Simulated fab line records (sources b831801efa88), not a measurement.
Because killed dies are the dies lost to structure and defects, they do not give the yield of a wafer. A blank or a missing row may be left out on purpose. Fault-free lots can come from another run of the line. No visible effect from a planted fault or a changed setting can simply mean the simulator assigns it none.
The tool behind it: which one? ; flow sfq_line ; Sampling: 8 lots, 24 wafers, 3 of 325 route steps

WHAT THE GAUGES SHOWED, per wafer
SFQ_I1_OVL_MEAS_913.
lot;measured;on;I1_OVL (nm)
L400;day 31 00:22;overlay-02;-2 1 3
L402;day 31 15:58;overlay-02;2 3 -1
L407;day 32 21:58;overlay-02;1 -2 -1
L410;day 34 02:46;overlay-01;3 -6 1
L412;day 35 11:07;overlay-01;-1 2 2
L414;day 37 02:44;overlay-02;67 57 65
L416;day 37 13:32;overlay-02;58 56 62
L422;day 39 08:01;overlay-02;-4 -13 -9

WHAT TOOL EACH LOT RAN ON (gives the tool, then ch and the chambers of the sampled wafers, and finally the start)
lot;SFQ_TRILAYER_I0_VIA_BARC_OPEN_VIA_ETCH_046;SFQ_TRILAYER_I1_VIA_LITHO_EXPOSE_050
L400;rie_diel-01 ch 0,1,3, day 18 17:02;krf_scanner-02 ch 0, day 30 23:16
L402;rie_diel-01 ch 0,3, day 19 12:14;krf_scanner-02 ch 0, day 31 14:40
L407;rie_diel-02 ch 0,1,3, day 21 09:07;krf_scanner-02 ch 0, day 32 20:28
L410;rie_diel-01 ch 0,1,3, day 22 04:19;krf_scanner-02 ch 0, day 34 01:16
L412;rie_diel-04 ch 0,2,3, day 22 23:19;krf_scanner-01 ch 0, day 35 09:37
L414;rie_diel-02 ch 0,1, day 24 18:04;krf_scanner-01 ch 0, day 37 01:37
L416;rie_diel-02 ch 1,3, day 25 17:05;krf_scanner-01 ch 0, day 37 12:13
L422;rie_diel-02 ch 0,3, day 27 09:53;krf_scanner-02 ch 0, day 39 06:54
- SFQ_TRILAYER_I0_VIA_BARC_OPEN_VIA_ETCH_046: etches BARC in O2, target depth 125 nm, time 41.7 s.
- SFQ_TRILAYER_I1_VIA_LITHO_EXPOSE_050: exposes mask I1, target cd 500 nm.

THE ANSWER, worked out from the rows above alone
Rule: usual is defined by the lots themselves. The widest of any qualifying gaps counts: lots, ordered by their means at a reading, are off when they make up no more than a third of the lots, leave a main group of 4 or more, and stand apart from it by 3 or more times the standard deviation of that group's means. A main group whose means are all the same, to the digits that the tables above print for the reading, isn't used. Also off: a lot with no number at a reading for which 4 or more lots have one. All remaining lots with rows at the step are treated as sound.
Off: L414, L416, seen at SFQ_I1_OVL_MEAS_913 (I1_OVL). Main group: mean -1 nm, sd 3.4.
If a tool, at a process step before that reading, ran all the lots that are off and no sound lot after the first of them, it fits. Gauges at SFQ_I1_OVL_MEAS_913: tried the same way as those tools. One fits: SFQ_TRILAYER_I1_VIA_LITHO_EXPOSE_050 on krf_scanner-01. A fault onset in the window from L412 (day 35 09:37, its last sound lot) to L414 (day 37 01:37, its first lot off) fits.

WHAT HAD BEEN PUT IN BY THE SIMULATOR
Scanner matching overlay: krf_scanner-01, from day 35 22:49 on, at SFQ_TRILAYER_I1_VIA_LITHO_EXPOSE_050. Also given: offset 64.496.
Lots struck among those shown: L414, L416. The rule above reached the same finding.
